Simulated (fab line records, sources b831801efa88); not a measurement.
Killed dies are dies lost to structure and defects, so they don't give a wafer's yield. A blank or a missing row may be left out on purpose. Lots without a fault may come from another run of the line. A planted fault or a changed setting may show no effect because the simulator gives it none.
fab line records | flow sky130
record lots=14 wafers=42 last_day=50
route steps=708 shown NWELL@78 SONOS_TUNNEL@166 GATE_OXIDE@196
lots that met no fault: from a run of the same line without faults
start_h: hours from the record's first day to the start of the lot's first wafer shown | wait_h: hours since the lot's step before | " the same as in the row above | L1.1+2: a row that stands for several wafers | - no value, or no start given | * or withheld: withheld | < > ~ a bound
route shown NAME@n: a module of which the file shows steps, and the number in the route of the first | usual: mean/standard deviation of fault-free wafers | same: alike in all rows | chamber/n: place in a boat | sites: the reading at each site | _std_site: their standard deviation | _edge_site: outer sites' mean less inner sites' | radius_mm: how far each site lies from the wafer's centre | mask NAME#n: copy n | behind: the tool/chamber that last shaped the wafer | hold: why the lot was held/for how many hours/how that ended | device: the transistor (n, p or np) that didn't switch | end of line: the same wafers' tests at the end of the route | a step without rows: its recipe alone | killed: dies lost to structure and defects at the first sort, not the wafer's yield | map: a wafer's dies, x killed, . not, _ none there
set.NAME: the setting as run; set.NAME@STEP: as run at that earlier step | model.NAME: the simulator's own value behind a step, which no gauge read
steps of the route over a sample of lots; a table a step, a row a wafer
services: from which hour (start_h, from the record's first day; less than 0 if before it) a tool's chamber was out of use, for how many hours, and why
## steps
# step SKY_NWELL_STRIP_25
# recipe chemistry=O2/N2 power_w=1400 pressure_mtorr=1500 platen_temp_c=withheld o2_flow_sccm=3000 n2_flow_sccm=300 overash_fraction=0.5
# usual drypump_motor_current_A=5.6/0.31 oes_product_au=0.723/0.0045 strip_time_to_endpoint_s=36.89/0.099
# columns lot.wafer tool chamber start_h wait_h drypump_motor_current_A oes_product_au rf_hours_counter_h strip_time_to_endpoint_s
L518.3 plasma_asher-03 1 103.26 0.1 5.3 0.718 - 36.77
L518.5 " 0 " " 5.3 0.722 - 36.78
L518.6 " 1 " " 5.3 0.728 - 36.96
L519.2 plasma_asher-03 0 106.60 0.1 5.2 0.730 42 37.07
L519.3 " 0 " " 5.3 0.721 - 37.01
L519.6 " 1 " " 5.3 0.714 - 37.03
L520.1 plasma_asher-04 1 122.45 0.1 5.9 0.724 42 36.78
L520.2 " 0 " " 5.2 0.721 42 36.84
L520.6 " 1 " " 5.9 0.728 - 36.81
L523.2 plasma_asher-04 0 145.70 0.1 5.2 0.727 45 36.91
L523.3 " 1 " " 5.9 0.727 - 36.90
L523.5 " 0 " " 5.2 0.725 - 36.97
L524.1 plasma_asher-02 0 146.05 0.1 5.9 0.728 3 36.96
L524.2 " 1 " " 5.7 0.723 3 36.92
L524.5 " 0 " " 5.9 0.724 - 37.04
L526.2 plasma_asher-02 0 154.28 0.1 6.0 0.727 4 37.00
L526.3 " 1 " " 5.7 0.725 - 36.87
L526.6 " 0 " " 6.0 0.720 - 37.00
L527.3 plasma_asher-03 0 160.23 0.1 5.2 0.722 - 36.84
L527.4 " 1 " " 5.3 0.726 - 36.90
L527.5 " 0 " " 5.2 0.725 - 36.74
L530.1 plasma_asher-02 0 180.30 0.1 5.9 0.724 6 37.05
L530.4 " 0 " " 5.9 0.729 - 37.16
L530.6 " 0 " " 5.9 0.722 - 37.06
L531.2 plasma_asher-03 0 180.65 0.1 5.2 0.724 49 36.90
L531.4 " 0 " " 5.2 0.721 - 36.99
L531.6 " 1 " " 5.3 0.723 - 36.97
L532.2 plasma_asher-03 0 190.58 0.1 5.3 0.725 50 36.94
L532.3 " 0 " " 5.2 0.729 - 36.83
L532.6 " 1 " " 5.3 0.722 - 36.76
L534.1 plasma_asher-04 0 199.75 0.1 5.2 0.717 50 36.78
L534.2 " 1 " " 5.9 0.724 50 36.75
L534.4 " 0 " " 5.2 0.725 - 36.78
L539.1 plasma_asher-04 0 230.13 0.1 5.2 0.722 53 36.94
L539.2 " 1 " " 5.9 0.730 53 36.95
L539.5 " 0 " " 5.2 0.720 - 37.10
L540.2 plasma_asher-02 1 247.43 0.1 5.7 0.725 13 36.81
L540.5 " 0 " " 5.9 0.731 - 36.86
L540.6 " 1 " " 5.7 0.725 - 36.92
L541.1 plasma_asher-03 1 248.70 0.1 5.3 0.716 55 36.93
L541.2 " 0 " " 5.2 0.728 55 37.07
L541.6 " 0 " " 5.3 0.721 - 37.04
# step SKY_SONOS_TUNNEL_TW_MEAS_12
# usual SONOS_TUNNEL_TW=198.3/1.1
# columns lot.wafer tool chamber start_h wait_h SONOS_TUNNEL_TW
L518.3 film_metro-03 - 247.05 0.0 198.5
L518.5 " - " " 196.4
L518.6 " - " " 197.3
L519.2 film_metro-03 - 252.47 0.0 196.9
L519.3 " - " " 197.8
L519.6 " - " " 197.8
L520.1 film_metro-03 - 272.93 0.0 197.6
L520.2 " - " " 197.3
L520.6 " - " " 198.5
L523.2 film_metro-02 - 303.94 0.0 199.4
L523.3 " - " " 199.1
L523.5 " - " " 198.3
L524.1 film_metro-03 - 307.08 0.0 198.2
L524.2 " - " " 198.0
L524.5 " - " " 197.9
L526.2 film_metro-03 - 312.14 0.0 199.0
L526.3 " - " " 197.7
L526.6 " - " " 197.8
L527.3 film_metro-03 - 321.55 0.0 197.3
L527.4 " - " " 198.2
L527.5 " - " " 197.3
L530.1 film_metro-03 - 349.51 0.0 199.3
L530.4 " - " " 197.9
L530.6 " - " " 197.8
L531.2 film_metro-02 - 350.57 0.0 199.9
L531.4 " - " " 198.8
L531.6 " - " " 200.5
L532.2 film_metro-03 - 364.19 0.0 197.8
L532.3 " - " " 196.4
L532.6 " - " " 197.0
L534.1 film_metro-03 - 376.77 0.0 197.4
L534.2 " - " " 196.2
L534.4 " - " " 196.4
L539.1 film_metro-02 - 412.46 0.0 197.8
L539.2 " - " " 199.5
L539.5 " - " " 199.0
L540.2 film_metro-03 - 439.71 0.0 197.6
L540.5 " - " " 198.3
L540.6 " - " " 197.9
L541.1 film_metro-02 - 441.29 0.0 198.2
L541.2 " - " " 199.7
L541.6 " - " " 199.6
# step SKY_GATE_OXIDE_DEVELOP_09
# recipe resist=NOVOLAK developer=TMAH develop_time_s=60 dev_temp_c=23
# usual chill_plate_temp_C=22.99/0.1 develop_time_s=60/0 developer_temp_C=22.97/0.11
# columns lot.wafer tool chamber start_h wait_h chill_plate_temp_C develop_time_s developer_temp_C
L518.3 litho_track-01 0 302.94 0.1 22.81 60 22.92
L518.5 " 0 " " 22.99 60 23.00
L518.6 " 0 " " 23.13 60 22.94
L519.2 litho_track-01 0 310.42 0.1 23.02 60 23.03
L519.3 " 0 " " 23.06 60 23.11
L519.6 " 0 " " 23.13 60 23.21
L520.1 litho_track-04 0 331.84 0.1 22.91 60 22.81
L520.2 " 0 " " 23.07 60 22.85
L520.6 " 0 " " 23.11 60 22.92
L524.1 litho_track-04 0 367.44 0.1 22.81 60 23.14
L524.2 " 0 " " 22.92 60 23.00
L524.5 " 0 " " 23.09 60 23.14
L523.2 litho_track-02 0 369.59 0.1 22.86 60 22.97
L523.3 " 0 " " 22.91 60 23.13
L523.5 " 0 " " 23.00 60 23.01
L526.2 litho_track-04 0 377.27 0.1 22.84 60 23.21
L526.3 " 0 " " 22.96 60 23.04
L526.6 " 0 " " 22.95 60 23.06
L527.3 litho_track-01 0 387.04 0.1 22.96 60 23.17
L527.4 " 0 " " 22.84 60 22.89
L527.5 " 0 " " 22.92 60 23.01
L530.1 litho_track-04 0 414.44 0.1 23.11 60 23.09
L530.4 " 0 " " 22.88 60 23.02
L530.6 " 0 " " 22.87 60 22.86
L531.2 litho_track-02 0 415.04 0.1 22.95 60 23.00
L531.4 " 0 " " 22.99 60 22.96
L531.6 " 0 " " 22.92 60 22.90
L532.2 litho_track-02 0 428.54 0.1 23.16 60 23.14
L532.3 " 0 " " 23.08 60 23.06
L532.6 " 0 " " 23.14 60 23.11
L534.1 litho_track-04 0 445.04 0.1 23.04 60 23.09
L534.2 " 0 " " 22.93 60 23.06
L534.4 " 0 " " 22.98 60 22.99
L539.1 litho_track-01 - 481.39 0.1 - - -
L539.2 " - " " - - -
L539.5 " - " " - - -
L540.2 litho_track-02 - 507.34 0.1 - - -
L540.5 " - " " - - -
L540.6 " - " " - - -
L541.1 litho_track-02 0 508.41 0.1 23.04 60 23.00
L541.2 " 0 " " 23.01 60 22.95
L541.6 " 0 " " 22.95 60 22.83
# step SKY_GATE_OXIDE_OVL_MEAS_10
# usual GATE_OXIDE_OVL=-0.7/1.5
# columns lot.wafer tool chamber start_h wait_h GATE_OXIDE_OVL[nm]
L518.3 overlay-01 - 303.06 0.1 1.1
L518.5 " - " " 0.2
L518.6 " - " " 2.2
L519.2 overlay-02 - 310.55 0.1 -1.6
L519.3 " - " " -0.7
L519.6 " - " " -2.4
L520.1 overlay-02 - 331.99 0.1 -0.6
L520.2 " - " " 2.9
L520.6 " - " " 1.3
L524.1 overlay-01 - 367.59 0.1 0.0
L524.2 " - " " -1.0
L524.5 " - " " 2.6
L523.2 overlay-02 - 369.72 0.1 -3.5
L523.3 " - " " -3.7
L523.5 " - " " -2.1
L526.2 overlay-01 - 377.40 0.1 0.5
L526.3 " - " " 0.9
L526.6 " - " " -0.4
L527.3 overlay-02 - 387.16 0.1 -1.0
L527.4 " - " " 0.2
L527.5 " - " " -0.9
L530.1 overlay-02 - 414.59 0.1 -2.1
L530.4 " - " " -2.7
L530.6 " - " " -2.7
L531.2 overlay-02 - 415.17 0.1 -1.2
L531.4 " - " " -1.4
L531.6 " - " " -1.0
L532.2 overlay-01 - 428.67 0.1 -0.5
L532.3 " - " " 0.0
L532.6 " - " " -0.1
L534.1 overlay-02 - 445.19 0.1 0.2
L534.2 " - " " 0.5
L534.4 " - " " 1.0
L539.1 overlay-02 - 481.54 0.1 -
L539.2 " - " " -
L539.5 " - " " -
L540.2 overlay-02 - 507.47 0.1 -
L540.5 " - " " -
L540.6 " - " " -
L541.1 overlay-02 - 508.56 0.1 -2.2
L541.2 " - " " -3.1
L541.6 " - " " -2.6
## services
# columns tool chamber start_h hours kind
plasma_asher-02 - 108.75 9.0 pm
plasma_asher-02 0 108.75 9.0 vent_cycle
plasma_asher-02 1 108.75 9.0 vent_cycle
plasma_asher-02 0 117.75 - clean
plasma_asher-02 1 117.75 - clean
plasma_asher-04 - 119.11 3.1 repair
plasma_asher-03 - 129.11 7.5 repair
plasma_asher-03 - 129.39 0.3 repair
plasma_asher-03 - 130.32 1.3 repair
plasma_asher-02 - 172.07 0.6 repair
plasma_asher-04 - 275.75 6.4 repair
plasma_asher-03 - 280.02 3.1 repair
plasma_asher-02 - 311.62 1.4 repair
plasma_asher-03 - 319.78 14.6 pm
plasma_asher-02 - 324.56 1.8 repair
plasma_asher-02 - 357.47 2.8 pm
plasma_asher-04 - 421.25 9.0 pm
plasma_asher-04 0 421.25 9.0 vent_cycle
plasma_asher-04 1 421.25 9.0 vent_cycle
plasma_asher-02 - 426.38 9.4 repair
plasma_asher-04 0 430.25 - clean
plasma_asher-04 1 430.25 - clean
## key
first_sign step=SKY_GATE_OXIDE_DEVELOP_09 reading=tool_record direction=missing
effect none on later readings
met_at SKY_GATE_OXIDE_DEVELOP_09
struck_lots L539,L540
later_rows_left_out L539.1,L539.2,L539.5,L540.2,L540.5,L540.6
sort_left_out L539.1,L539.2,L539.5,L540.2,L540.5,L540.6
tester_left_out L539,L540
not_acting_at SKY_NWELL_STRIP_25,SKY_SONOS_TUNNEL_TW_MEAS_12,SKY_GATE_OXIDE_OVL_MEAS_10
onset_between 428.54 481.39
fault kind=skipped_step_whole tool=litho_track-01,litho_track-02 chamber=- onset_h=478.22 steps=SKY_GATE_OXIDE_DEVELOP_09 scope=struck_lots_only
# tester_left_out: of these lots the tester's yield and bins aren't shown, on N5 and GAA mostly nor the transistor test; their killed dies are dies lost to structure and defects alone, not to doping, threshold or leakage, so they don't give the yield
# sort_left_out: the simulated sort isn't trusted on such a fault, so these wafers' sort isn't shown, and their yield isn't known
# later_rows_left_out: the simulator's readings of these wafers behind a module that went badly wrong aren't trusted and aren't shown, but for the sort
